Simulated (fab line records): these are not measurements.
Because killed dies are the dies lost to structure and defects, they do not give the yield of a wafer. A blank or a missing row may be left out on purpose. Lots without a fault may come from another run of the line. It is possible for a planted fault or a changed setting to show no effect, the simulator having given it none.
Struck lot and sound lot, side by side / flow gf180mcu / 47 out of 602 route steps
Sound: the wafers L628.3, L628.4, L628.6. Struck: wafers L632.3, L632.4, L632.6. The cause is given at the end.
Order at every step that has rows: each side's tool, ch and its chambers, its first start. Under that, the readings that differ: sound wafers / struck wafers / difference of the means / sigmas: that difference in standard deviations of wafers without a fault.
alike: same words and numbers on both sides, and readings whose means sit less than 2 such deviations apart. not compared: any withheld reading, any reading some wafer has no value for, any bound like >300 that may hide the same value, and any number with overlapping values for which the record gives no deviation.
Wherever a step has rows on one side only, a row that says differs or no value, or a row with sigmas, the two part there. Non-overlapping numbers with no deviation appear without sigmas and do not part them. Lack of a reading on every wafer of one side parts them only where that side has two or more wafers.

first, 5 steps without rows for these wafers: GF_NWELL_COAT_02 (resist thk 3000 nm); GF_NWELL_SOFTBAKE_03; GF_NWELL_EXPOSE_04 (exposes mask Nwell, target cd 860 nm); GF_NWELL_PEB_05; GF_NWELL_DEVELOP_06 (develop time 60 s).
GF_NWELL_OVL_MEAS_07:
  sound on overlay-01 at day 5 17:25; struck on overlay-01 at day 6 03:30
  alike: NWELL_OVL
then, 2 steps without rows for these wafers: GF_NWELL_IMPLANT_08; GF_NWELL_IMPLANT_09.
GF_NWELL_STRIP_10: strips in O2/N2.
  sound on plasma_asher-03 ch 0,1, day 5 17:46; struck on plasma_asher-03 ch 0,1, day 6 03:52
  alike: drypump_motor_current_A, heater_power_w, oes_product_au, strip_time_to_endpoint_s
  not compared: rf_hours_counter_h
GF_NWELL_TW_MEAS_11:
  sound on film_metro-02 at day 5 17:52; struck on film_metro-02 at day 6 03:56
  alike: NWELL_TW
then, 2 steps without rows for these wafers: GF_LVPWELL_DEHYDRATE_00 (time 60 s); GF_LVPWELL_HMDS_01 (prime time 60 s).
GF_LVPWELL_COAT_02: resist thk 3000 nm.
  struck on litho_track-04, day 6 10:44; sound on litho_track-04 ch 0, day 6 01:20
  no value came back on the struck wafers for chill_plate_temp_C (C), dispense_pressure_kPa (kPa); on the sound wafers chill_plate_temp_C (C) reads 22.98 23.00 23.10
then, 4 steps without rows for these wafers: GF_LVPWELL_SOFTBAKE_03; GF_LVPWELL_EXPOSE_04 (exposes mask LVPWELL, target cd 600 nm); GF_LVPWELL_PEB_05; GF_LVPWELL_DEVELOP_06 (develop time 60 s).
GF_LVPWELL_OVL_MEAS_07:
  sound on overlay-02 at day 6 08:39; struck on overlay-01 at day 6 18:36
reading=LVPWELL_OVL (nm); sound=0.8 -1.1 0.8; struck=- - -; difference=no value on the struck wafers; sigmas=
then, 2 steps without rows for these wafers: GF_LVPWELL_IMPLANT_08; GF_LVPWELL_IMPLANT_09.
GF_LVPWELL_STRIP_10: strips in O2/N2.
  sound on plasma_asher-04 ch 0,1, day 6 09:01; struck on plasma_asher-01 ch 0,1, day 6 18:58
  no value came back on the struck wafers for oes_product_au (a.u.), strip_time_to_endpoint_s (s); on the sound wafers oes_product_au (a.u.) reads 0.724 0.722 0.714
  alike: drypump_motor_current_A, heater_power_w
  not compared: rf_hours_counter_h
GF_LVPWELL_TW_MEAS_11:
  sound on film_metro-03 at day 6 09:06; struck on film_metro-04 at day 6 19:07
  alike: LVPWELL_TW
then, 7 steps without rows for these wafers: GF_MVSD_DEHYDRATE_00 (time 60 s); GF_MVSD_HMDS_01 (prime time 60 s); GF_MVSD_COAT_02 (resist thk 3000 nm); GF_MVSD_SOFTBAKE_03; GF_MVSD_EXPOSE_04 (exposes mask MVSD, target cd 1000 nm); GF_MVSD_PEB_05; GF_MVSD_DEVELOP_06 (develop time 60 s).
GF_MVSD_OVL_MEAS_07:
  sound on overlay-01 at day 7 00:19; struck on overlay-01 at day 7 09:45
  alike: MVSD_OVL
then, 2 steps without rows for these wafers: GF_MVSD_IMPLANT_08; GF_MVSD_IMPLANT_09.
GF_MVSD_STRIP_10: strips in O2/N2.
  sound on plasma_asher-03 ch 0,1, day 7 00:40; struck on plasma_asher-03 ch 0,1, day 7 10:07
  alike: drypump_motor_current_A, heater_power_w, oes_product_au, strip_time_to_endpoint_s
  not compared: rf_hours_counter_h
GF_MVSD_TW_MEAS_11:
  sound on film_metro-02 at day 7 00:46; struck on film_metro-04 at day 7 10:12
reading=MVSD_TW; sound=1561 1563 1570; struck=1603 1608 1606; difference=+41; sigmas=+3
then, 7 steps without rows for these wafers: GF_MVPSD_DEHYDRATE_00 (time 60 s); GF_MVPSD_HMDS_01 (prime time 60 s); GF_MVPSD_COAT_02 (resist thk 3000 nm); GF_MVPSD_SOFTBAKE_03; GF_MVPSD_EXPOSE_04 (exposes mask MVPSD, target cd 1000 nm); GF_MVPSD_PEB_05; GF_MVPSD_DEVELOP_06 (develop time 60 s).
GF_MVPSD_OVL_MEAS_07:
  sound on overlay-01 at day 7 16:21; struck on overlay-01 at day 8 01:51
  alike: MVPSD_OVL
GF_MVPSD_TW_MEAS_11:
  sound on film_metro-02 at day 7 16:48; struck on film_metro-04 at day 8 02:18
reading=MVPSD_TW; sound=551 551 552; struck=697 697 698; difference=+146; sigmas=+28
GF_VT_IMPLANT_TW_MEAS_10:
  sound on film_metro-02 at day 8 09:59; struck on film_metro-01 at day 8 19:05
reading=VT_IMPLANT_TW; sound=557 560 557; struck=696 694 696; difference=+137; sigmas=+29
GF_VT_IMPLANT_TW_MEAS_21:
  sound on film_metro-04 at day 9 02:56; struck on film_metro-01 at day 9 12:28
reading=VT_IMPLANT_2_TW; sound=1224 1224 1225; struck=1250 1249 1248; difference=+25; sigmas=+3
GF_VT_IMPLANT_TW_MEAS_32:
  sound on film_metro-01 at day 9 21:02; struck on film_metro-01 at day 10 06:59
reading=VT_IMPLANT_3_TW; sound=266.8 268.5 268.1; struck=569.3 570.6 570.6; difference=+302.4; sigmas=+99 or more
GF_VT_IMPLANT_TW_MEAS_43:
  sound on film_metro-04 at day 10 15:35; struck on film_metro-02 at day 11 01:29
reading=VT_IMPLANT_4_TW; sound=694 694 699; struck=779 776 779; difference=+82; sigmas=+15

WHERE THEY PART
First at GF_LVPWELL_COAT_02; last, within this record, at GF_VT_IMPLANT_TW_MEAS_43.

WHY: what the simulator had put in
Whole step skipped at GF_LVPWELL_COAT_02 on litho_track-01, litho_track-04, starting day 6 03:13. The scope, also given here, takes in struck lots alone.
